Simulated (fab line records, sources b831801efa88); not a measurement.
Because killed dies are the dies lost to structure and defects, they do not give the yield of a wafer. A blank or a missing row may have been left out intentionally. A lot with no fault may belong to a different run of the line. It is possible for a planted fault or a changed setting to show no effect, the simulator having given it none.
Which tool was responsible? :: flow sky130 :: 24 lots with 72 wafers sampled at 4 steps, on a route of 708 steps

== WHAT EACH GAUGE READ, for each wafer ==
SKY_METAL1_OVL_MEAS_16.
lot: L075
measured: day 33 10:16
on: overlay-01
METAL1_OVL (nm): -1 1 0

lot: L074
measured: day 33 12:46
on: overlay-01
METAL1_OVL (nm): 12 2 6

lot: L076
measured: day 33 18:12
on: overlay-01
METAL1_OVL (nm): 10 9 2

lot: L077
measured: day 33 19:22
on: overlay-02
METAL1_OVL (nm): 3 3 8

lot: L078
measured: day 34 01:08
on: overlay-01
METAL1_OVL (nm): 4 0 6

lot: L079
measured: day 34 10:52
on: overlay-02
METAL1_OVL (nm): 4 2 0

lot: L080
measured: day 35 00:01
on: overlay-02
METAL1_OVL (nm): 0 -3 -4

lot: L081
measured: day 35 10:16
on: overlay-02
METAL1_OVL (nm): -1 -2 4

lot: L082
measured: day 35 20:44
on: overlay-01
METAL1_OVL (nm): 2 -3 -4

lot: L084
measured: day 36 08:34
on: overlay-01
METAL1_OVL (nm): -1 4 6

lot: L083
measured: day 36 14:49
on: overlay-02
METAL1_OVL (nm): 0 -2 1

lot: L085
measured: day 36 18:30
on: overlay-02
METAL1_OVL (nm): 1 1 -6

lot: L086
measured: day 37 00:46
on: overlay-01
METAL1_OVL (nm): 3 4 2

lot: L087
measured: day 37 11:13
on: overlay-01
METAL1_OVL (nm): -6 -3 -13

lot: L088
measured: day 37 16:03
on: overlay-01
METAL1_OVL (nm): 5 1 3

lot: L089
measured: day 37 17:43
on: overlay-01
METAL1_OVL (nm): 7 3 -3

lot: L090
measured: day 38 04:06
on: overlay-02
METAL1_OVL (nm): 2 -5 -4

lot: L091
measured: day 38 08:21
on: overlay-02
METAL1_OVL (nm): 0 -7 -4

lot: L092
measured: day 38 13:13
on: overlay-01
METAL1_OVL (nm): 3 1 0

lot: L093
measured: day 38 22:25
on: overlay-02
METAL1_OVL (nm): 1 -3 2

lot: L094
measured: day 39 00:34
on: overlay-02
METAL1_OVL (nm): 5 -1 0

lot: L095
measured: day 39 06:46
on: overlay-01
METAL1_OVL (nm): -1 2 -4

lot: L096
measured: day 39 18:46
on: overlay-02
METAL1_OVL (nm): -4 3 -4

lot: L097
measured: day 39 22:46
on: overlay-02
METAL1_OVL (nm): -5 5 3

SKY_VIA1_THK_MEAS_23: measures by xrf.
lot: L075
measured: day 34 15:07
on: filmMetro-01
VIA1_W_THK (nm): 279 280 279

lot: L074
measured: day 34 17:16
on: filmMetro-02
VIA1_W_THK (nm): 275 279 271

lot: L076
measured: day 34 22:52
on: filmMetro-01
VIA1_W_THK (nm): 275 284 275

lot: L077
measured: day 35 00:05
on: filmMetro-01
VIA1_W_THK (nm): 280 281 285

lot: L078
measured: day 35 05:22
on: filmMetro-03
VIA1_W_THK (nm): 272 275 276

lot: L079
measured: day 35 15:02
on: filmMetro-01
VIA1_W_THK (nm): 287 280 285

lot: L080
measured: day 36 04:17
on: filmMetro-02
VIA1_W_THK (nm): 274 279 272

lot: L081
measured: day 36 14:25
on: filmMetro-02
VIA1_W_THK (nm): 275 269 278

lot: L082
measured: day 37 00:42
on: filmMetro-01
VIA1_W_THK (nm): 276 278 280

lot: L084
measured: day 37 12:44
on: filmMetro-03
VIA1_W_THK (nm): 283 284 282

lot: L083
measured: day 37 18:52
on: filmMetro-02
VIA1_W_THK (nm): 278 280 280

lot: L085
measured: day 37 21:32
on: filmMetro-01
VIA1_W_THK (nm): 285 290 288

lot: L086
measured: day 38 04:02
on: filmMetro-02
VIA1_W_THK (nm): 278 278 280

lot: L087
measured: day 38 14:10
on: filmMetro-03
VIA1_W_THK (nm): 280 280 280

lot: L088
measured: day 38 19:35
on: filmMetro-01
VIA1_W_THK (nm): 282 282 279

lot: L089
measured: day 38 21:17
on: filmMetro-01
VIA1_W_THK (nm): 283 282 283

lot: L090
measured: day 39 07:29
on: filmMetro-03
VIA1_W_THK (nm): 283 281 284

lot: L091
measured: day 39 11:23
on: filmMetro-01
VIA1_W_THK (nm): 274 275 278

lot: L092
measured: day 39 14:34
on: filmMetro-01
VIA1_W_THK (nm): 273 275 277

lot: L093
measured: day 40 01:10
on: filmMetro-03
VIA1_W_THK (nm): 284 284 280

lot: L094
measured: day 40 02:44
on: filmMetro-03
VIA1_W_THK (nm): 273 275 274

lot: L095
measured: day 40 09:08
on: filmMetro-02
VIA1_W_THK (nm): 271 274 272

lot: L096
measured: day 40 21:17
on: filmMetro-01
VIA1_W_THK (nm): 274 284 278

lot: L097
measured: day 41 01:31
on: filmMetro-03
VIA1_W_THK (nm): 280 278 280

SKY_METAL2_RS_MEAS_05: measurement is done with a four-point probe.
lot: L075
measured: day 34 15:37
on: filmMetro-04
METAL2_ALCU_RS (ohm/sq): 0.1256 0.1254 0.1260

lot: L074
measured: day 34 17:47
on: filmMetro-03
METAL2_ALCU_RS (ohm/sq): 0.1287 0.1273 0.1282

lot: L076
measured: day 34 23:22
on: filmMetro-04
METAL2_ALCU_RS (ohm/sq): 0.1258 0.1238 0.1261

lot: L077
measured: day 35 00:36
on: filmMetro-02
METAL2_ALCU_RS (ohm/sq): 0.1266 0.1268 0.1265

lot: L078
measured: day 35 05:53
on: filmMetro-02
METAL2_ALCU_RS (ohm/sq): 0.1260 0.1271 0.1273

lot: L079
measured: day 35 15:32
on: filmMetro-04
METAL2_ALCU_RS (ohm/sq): 0.1260 0.1257 0.1259

lot: L080
measured: day 36 04:47
on: filmMetro-04
METAL2_ALCU_RS (ohm/sq): 0.1288 0.1282 0.1278

lot: L081
measured: day 36 14:55
on: filmMetro-02
METAL2_ALCU_RS (ohm/sq): 0.1279 0.1265 0.1284

lot: L082
measured: day 37 01:20
on: filmMetro-03
METAL2_ALCU_RS (ohm/sq): 0.1245 0.1297 0.1260

lot: L084
measured: day 37 13:14
on: filmMetro-04
METAL2_ALCU_RS (ohm/sq): 0.1264 0.1285 0.1265

lot: L083
measured: day 37 19:22
on: filmMetro-03
METAL2_ALCU_RS (ohm/sq): 0.1274 0.1267 0.1271

lot: L085
measured: day 37 22:03
on: filmMetro-02
METAL2_ALCU_RS (ohm/sq): 0.1287 0.1285 0.1297

lot: L086
measured: day 38 04:32
on: filmMetro-02
METAL2_ALCU_RS (ohm/sq): 0.1265 0.1271 0.1276

lot: L087
measured: day 38 14:41
on: filmMetro-04
METAL2_ALCU_RS (ohm/sq): 0.1282 0.1298 0.1291

lot: L088
measured: day 38 20:05
on: filmMetro-02
METAL2_ALCU_RS (ohm/sq): 0.1245 0.1233 0.1230

lot: L089
measured: day 38 21:48
on: filmMetro-04
METAL2_ALCU_RS (ohm/sq): 0.1261 0.1290 0.1259

lot: L090
measured: day 39 07:59
on: filmMetro-04
METAL2_ALCU_RS (ohm/sq): 0.1259 0.1264 0.1263

lot: L091
measured: day 39 11:53
on: filmMetro-03
METAL2_ALCU_RS (ohm/sq): 0.1258 0.1284 0.1253

lot: L092
measured: day 39 15:05
on: filmMetro-02
METAL2_ALCU_RS (ohm/sq): 0.1290 0.1274 0.1276

lot: L093
measured: day 40 01:41
on: filmMetro-04
METAL2_ALCU_RS (ohm/sq): 0.1254 0.1254 0.1251

lot: L094
measured: day 40 03:15
on: filmMetro-02
METAL2_ALCU_RS (ohm/sq): 0.1270 0.1268 0.1271

lot: L095
measured: day 40 09:39
on: filmMetro-02
METAL2_ALCU_RS (ohm/sq): 0.1282 0.1274 0.1272

lot: L096
measured: day 40 21:47
on: filmMetro-04
METAL2_ALCU_RS (ohm/sq): 0.1264 0.1273 0.1290

lot: L097
measured: day 41 02:01
on: filmMetro-04
METAL2_ALCU_RS (ohm/sq): 0.1243 0.1253 0.1246

== WHAT TOOL EACH LOT RAN ON (gives the tool, then ch and the chambers of the sampled wafers, and finally the start) ==
lot: L075
SKY_LI_CONTACT_SPUTTER_19: pvdSputter-02, day 29 17:22

lot: L074
SKY_LI_CONTACT_SPUTTER_19: pvdSputter-02, day 29 19:55

lot: L076
SKY_LI_CONTACT_SPUTTER_19: pvdSputter-02, day 30 01:04

lot: L077
SKY_LI_CONTACT_SPUTTER_19: pvdSputter-04, day 30 02:22

lot: L078
SKY_LI_CONTACT_SPUTTER_19: pvdSputter-04, day 30 07:53

lot: L079
SKY_LI_CONTACT_SPUTTER_19: pvdSputter-04, day 30 21:19

lot: L080
SKY_LI_CONTACT_SPUTTER_19: pvdSputter-02, day 31 09:41

lot: L081
SKY_LI_CONTACT_SPUTTER_19: pvdSputter-03, day 31 21:13

lot: L082
SKY_LI_CONTACT_SPUTTER_19: pvdSputter-04, day 32 09:08

lot: L084
SKY_LI_CONTACT_SPUTTER_19: pvdSputter-04, day 32 21:46

lot: L083
SKY_LI_CONTACT_SPUTTER_19: pvdSputter-04, day 33 04:19

lot: L085
SKY_LI_CONTACT_SPUTTER_19: pvdSputter-03, day 33 08:26

lot: L086
SKY_LI_CONTACT_SPUTTER_19: pvdSputter-04, day 33 14:30

lot: L087
SKY_LI_CONTACT_SPUTTER_19: pvdSputter-02, day 34 02:04

lot: L088
SKY_LI_CONTACT_SPUTTER_19: pvdSputter-03, day 34 06:40

lot: L089
SKY_LI_CONTACT_SPUTTER_19: pvdSputter-03, day 34 08:11

lot: L090
SKY_LI_CONTACT_SPUTTER_19: pvdSputter-03, day 34 19:38

lot: L091
SKY_LI_CONTACT_SPUTTER_19: pvdSputter-02, day 35 00:11

lot: L092
SKY_LI_CONTACT_SPUTTER_19: pvdSputter-04, day 35 05:08

lot: L093
SKY_LI_CONTACT_SPUTTER_19: pvdSputter-03, day 35 15:38

lot: L094
SKY_LI_CONTACT_SPUTTER_19: pvdSputter-02, day 35 17:52

lot: L095
SKY_LI_CONTACT_SPUTTER_19: pvdSputter-03, day 35 22:32

lot: L096
SKY_LI_CONTACT_SPUTTER_19: pvdSputter-02, day 36 11:34

lot: L097
SKY_LI_CONTACT_SPUTTER_19: pvdSputter-04, day 36 15:59
- SKY_LI_CONTACT_SPUTTER_19: material Ti, target thk 20 nm, time 106.37 s.

== AS READ BY THE TOOLS THEMSELVES (means over the sampled wafers that have a number; for cases with no such wafer, the mark the record gives instead) ==
SKY_LI_CONTACT_SPUTTER_19.
lot: L075
tool: pvdSputter-02
cathodeDcPowerW (W): 2499.8
chamberPressurePa (Pa): 5.000
throttleValvePct (%): 29.6

lot: L074
tool: pvdSputter-02
cathodeDcPowerW (W): 2499.8
chamberPressurePa (Pa): 4.998
throttleValvePct (%): 29.1

lot: L076
tool: pvdSputter-02
cathodeDcPowerW (W): 2500.1
chamberPressurePa (Pa): 5.007
throttleValvePct (%): 29.0

lot: L077
tool: pvdSputter-04
cathodeDcPowerW (W): 2500.1
chamberPressurePa (Pa): 5.006
throttleValvePct (%): 30.5

lot: L078
tool: pvdSputter-04
cathodeDcPowerW (W): 2499.9
chamberPressurePa (Pa): 4.988
throttleValvePct (%): 30.7

lot: L079
tool: pvdSputter-04
cathodeDcPowerW (W): 2499.6
chamberPressurePa (Pa): 5.003
throttleValvePct (%): 30.3

lot: L080
tool: pvdSputter-02
cathodeDcPowerW (W): 2500.1
chamberPressurePa (Pa): 5.008
throttleValvePct (%): 30.8

lot: L081
tool: pvdSputter-03
cathodeDcPowerW (W): 2499.7
chamberPressurePa (Pa): 5.018
throttleValvePct (%): 29.0

lot: L082
tool: pvdSputter-04
cathodeDcPowerW (W): 2500.4
chamberPressurePa (Pa): 5.006
throttleValvePct (%): 30.3

lot: L084
tool: pvdSputter-04
cathodeDcPowerW (W): 2500.1
chamberPressurePa (Pa): 4.996
throttleValvePct (%): 30.8

lot: L083
tool: pvdSputter-04
cathodeDcPowerW (W): 2500.3
chamberPressurePa (Pa): 4.991
throttleValvePct (%): 32.6

lot: L085
tool: pvdSputter-03
cathodeDcPowerW (W): 2499.5
chamberPressurePa (Pa): 4.999
throttleValvePct (%): 29.1

lot: L086
tool: pvdSputter-04
cathodeDcPowerW (W): 2500.2
chamberPressurePa (Pa): 5.002
throttleValvePct (%): 31.2

lot: L087
tool: pvdSputter-02
cathodeDcPowerW (W): 2499.9
chamberPressurePa (Pa): 5.011
throttleValvePct (%): 30.0

lot: L088
tool: pvdSputter-03
cathodeDcPowerW (W): 2500.1
chamberPressurePa (Pa): 5.009
throttleValvePct (%): 29.4

lot: L089
tool: pvdSputter-03
cathodeDcPowerW (W): 2500.3
chamberPressurePa (Pa): 5.001
throttleValvePct (%): 29.2

lot: L090
tool: pvdSputter-03
cathodeDcPowerW (W): 2500.0
chamberPressurePa (Pa): 4.996
throttleValvePct (%): 29.0

lot: L091
tool: pvdSputter-02
cathodeDcPowerW (W): 2500.3
chamberPressurePa (Pa): 4.996
throttleValvePct (%): 30.8

lot: L092
tool: pvdSputter-04
cathodeDcPowerW (W): 2500.0
chamberPressurePa (Pa): 4.994
throttleValvePct (%): 32.0

lot: L093
tool: pvdSputter-03
cathodeDcPowerW (W): 2500.0
chamberPressurePa (Pa): 4.997
throttleValvePct (%): 29.2

lot: L094
tool: pvdSputter-02
cathodeDcPowerW (W): 2499.9
chamberPressurePa (Pa): 4.998
throttleValvePct (%): 29.6

lot: L095
tool: pvdSputter-03
cathodeDcPowerW (W): 2500.0
chamberPressurePa (Pa): 5.000
throttleValvePct (%): 29.1

lot: L096
tool: pvdSputter-02
cathodeDcPowerW (W): 2499.6
chamberPressurePa (Pa): 4.992
throttleValvePct (%): 29.6

lot: L097
tool: pvdSputter-04
cathodeDcPowerW (W): 2499.4
chamberPressurePa (Pa): 5.004
throttleValvePct (%): 29.5

== THE ANSWER, worked out from the rows above alone ==
Rule: usual is defined by the lots themselves. The widest of any qualifying gaps counts: lots, ordered by their means at a reading, are off when they make up no more than a third of the lots, leave a main group of 4 or more, and stand apart from it by 3 or more times the standard deviation of that group's means. If all means in a main group match to the digits the tables above print for the reading, that group is not used. A lot without any number at a reading at which 4 lots or more have one is off too. Any other lot the step has rows for is counted as sound. Order of review: gauges by route order, followed by the tools' own readings, for which a lot's mean as printed above is used. At the first step where some lot is off, the reading lying furthest off is the one used; lots without a number count as furthest.
None of the lots is off at any reading shown; this tells nothing.

== WHAT THE SIMULATOR PUT IN ==
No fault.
